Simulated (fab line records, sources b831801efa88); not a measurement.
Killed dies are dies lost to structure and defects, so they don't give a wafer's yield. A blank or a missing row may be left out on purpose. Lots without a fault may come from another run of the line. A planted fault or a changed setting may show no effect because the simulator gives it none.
One fault seen from 2 desks | flow gf180mcu | each desk has only its own numbers; what lay behind them comes last

THE TOOL OWNER'S DESK: plasma_asher-01
The tool's own readings at GF_HV_LDD_STRIP_22 (strips in O2/N2): means of the sampled wafers that have a number, for each lot that ran on this tool. A lot is out of limits, marked OUT, if its mean lies more than 4 standard deviations from the usual mean; the brackets give that distance.
Columns: A = drypump_motor_current_A at GF_HV_LDD_STRIP_22, usual 5.6 A; B = heater_power_w at GF_HV_LDD_STRIP_22, usual 358 W; C = oes_product_au at GF_HV_LDD_STRIP_22, usual 0.716 a.u.; D = strip_time_to_endpoint_s at GF_HV_LDD_STRIP_22, usual 12.64 s
lot  | first seen here | A   | B   | C               | D
L902 | day 11 00:29    | 5.2 | 372 | 0.715           | 12.63
L909 | day 13 08:03    | 5.2 | 377 | 0.716           | 12.61
L912 | day 14 10:50    | 5.2 | 374 | 0.958 (+58) OUT | -
L920 | day 16 19:38    | 5.2 | 371 | 0.718           | 12.65
L921 | day 17 01:22    | 5.5 | 377 | 0.713           | 12.60
L922 | day 17 08:41    | 5.1 | 381 | 0.715           | 12.66
This desk's finding: out of limits on L912; first on L912, day 14 10:50 (oes_product_au at GF_HV_LDD_STRIP_22). In limits: L902, L909, L920, L921, L922.

THE METROLOGY DESK
What the gauges read, lot by lot, whatever tool the lot ran on: means of the sampled wafers that have a number. A lot is out of limits, marked OUT, if its mean lies more than 4 standard deviations from the usual mean; the brackets give that distance.
Columns: A = DUAL_GATE_OVL at GF_DUAL_GATE_OVL_MEAS_11, usual 1.0 nm; B = HV_LDD_01_OVL at GF_HV_LDD_OVL_MEAS_20, usual 0.8 nm; C = cd_nm at GF_HV_LDD_CD_MEAS_31, usual 399.6 nm; D = HV_LDD_3_TW at GF_HV_LDD_TW_MEAS_38, usual 1448
lot  | first seen here | A    | B    | C     | D
L901 | day 8 08:51     | 2.8  | 1.6  | 402.4 | 1430
L902 | day 8 13:35     | -0.1 | 1.8  | 395.9 | 1461
L903 | day 8 21:09     | 0.1  | 0.0  | 398.7 | 1472
L904 | day 9 05:45     | 0.8  | -0.1 | 400.9 | 1471
L909 | day 10 15:29    | 2.2  | 1.1  | 399.2 | 1465
L912 | day 11 16:07    | -0.2 | 2.0  | 399.9 | 1305 (-6.5) OUT
L917 | day 12 22:59    | -1.2 | -0.1 | 400.3 | 1426
L918 | day 13 02:32    | 2.6  | -1.1 | 398.9 | 1464
L920 | day 13 18:30    | 1.7  | 0.2  | 398.0 | 1469
L921 | day 14 00:44    | -0.3 | 2.2  | 399.3 | 1429
L922 | day 14 08:28    | 1.5  | 0.7  | 397.3 | 1425
L923 | day 14 14:46    | 1.5  | 1.1  | 400.9 | 1418
This desk's finding: out of limits on L912; first on L912, day 15 08:59 (HV_LDD_3_TW at GF_HV_LDD_TW_MEAS_38). In limits: L901, L902, L903, L904, L909, L917, L918, L920, L921, L922, L923.

PUT TOGETHER
The tool owner's desk could have raised an alarm at day 14 10:50, on L912.
The metrology desk could have raised an alarm at day 15 08:59, on L912.
Of the lots named, all ran GF_HV_LDD_STRIP_22 on plasma_asher-01.

WHAT THE SIMULATOR HAD PUT IN
Strip aborted: plasma_asher-01, from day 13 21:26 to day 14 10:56, at GF_HV_LDD_STRIP_22. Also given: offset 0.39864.
Lots struck among those shown: L912.
Hours from the fault's start to each desk's first reading out of limits: the tool owner's desk, 13; the metrology desk, 36.
